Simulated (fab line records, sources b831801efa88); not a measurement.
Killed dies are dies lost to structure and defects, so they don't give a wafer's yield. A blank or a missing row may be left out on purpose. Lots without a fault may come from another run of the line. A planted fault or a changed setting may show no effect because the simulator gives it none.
Problem report in the 8D (eight disciplines) form, filled by code | flow sky130 | the parts of the form that need people (team, actions taken, sign-off) are left out

1. THE PROBLEM
oes_product_au at SKY_POLY_GATE_ETCH_15 reads a mean of 0.737 a.u. on 1 wafer of 1 lot; wafers without a fault read 0.716 a.u. with a standard deviation of 0.0044. That is +4.8 standard deviations from the usual mean.
The step: etches BARC in N2/H2, stops on SiO2, time 118.5 s, target depth 110 nm.
First seen on wafer L253.4, day 22 02:40, on rie_diel-02. The record holds 33 wafers of 11 lots with a number at this step. Rule for "out", or "out of limits": more than 4 standard deviations from the usual mean. The other wafers with a number count as sound.

2. WHAT IT IS AND WHAT IT IS NOT
question                    | is                | is not
which readings at this step | oes_product_au    | drypump_motor_current_A, throttle_valve_pct
which lots                  | L253              | L240, L242, L244, L247, L249, L251, L260, L261, L262, L263
which wafers of those lots  | L253.4            | L253.1, L253.2
read on which tools         | rie_diel-02       | rie_diel-03, rie_diel-04
when                        | from day 22 02:40 | up to then (20 sound wafers); but 12 sound wafers of L260, L261, L262, L263 came after

3. SUSPECTS, AND WHAT RULES EACH OUT
Counting: a tool at a process step up to the reading stays a suspect if it ran every lot that is out. Sound lots after the first of them don't rule it out here, since some wafers of a struck lot are sound.
- plasma_asher-03 at SKY_VT_ADJUST_NCORE_STRIP_10 (strips in O2/N2): kept. It ran the lot that is out, L253 (day 13 03:11); its last sound lot up to then is L251 (day 11 19:59).
- litho_track-04 at SKY_POLY_GATE_COAT_07 (resist thk 110 nm): kept. It ran the lot that is out, L253 (day 21 10:17); its last sound lot up to then is L251 (day 19 23:02).
- rie_diel-02 at SKY_POLY_GATE_ETCH_15 (etches BARC in N2/H2, stops on SiO2, time 118.5 s, target depth 110 nm): kept. It ran the lot that is out, L253 (day 22 02:40); its last sound lot up to then is L251 (day 20 14:14). Its own readings are out on those wafers: oes_product_au.
- Within rie_diel-02 at SKY_POLY_GATE_ETCH_15: the wafers that are out ran in chamber 0; their sound lot-mates ran in chambers 1, 2.
Left after counting: plasma_asher-03 at SKY_VT_ADJUST_NCORE_STRIP_10, litho_track-04 at SKY_POLY_GATE_COAT_07, rie_diel-02 at SKY_POLY_GATE_ETCH_15.

4. THE CAUSE (what the simulator had put in)
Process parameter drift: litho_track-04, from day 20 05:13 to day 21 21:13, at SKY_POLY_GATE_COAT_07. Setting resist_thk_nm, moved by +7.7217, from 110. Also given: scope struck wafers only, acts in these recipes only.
Counting left 3 suspects, and this tool is among them.

5. THE CHAIN OF EFFECTS, in route order
Each row: a reading whose mean over the struck wafers that have a number lies more than 3 standard deviations from the usual. Only readings for which the record gives a usual standard deviation are gone through. hours: the time from each lot's start at the first step in this table that gives one to its start at this step, as a median over the lots. sigmas: the change in usual standard deviations.
hours | step                  | reading        | usual      | on struck wafers | change | sigmas
0     | SKY_POLY_GATE_ETCH_15 | oes_product_au | 0.716 a.u. | 0.737            | +0.021 | +4.8
The process steps in it:
- SKY_POLY_GATE_ETCH_15: etches BARC in N2/H2, stops on SiO2, time 118.5 s, target depth 110 nm.

6. WHAT WOULD HAVE CAUGHT IT SOONER
In this record the first reading out of limits was taken at day 22 02:40, 45 hours after the fault began at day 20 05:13.
All the lots that are out (1) had begun SKY_POLY_GATE_COAT_07 on litho_track-04 by day 22 02:40. A hold on the tool at that time would have spared none of them.
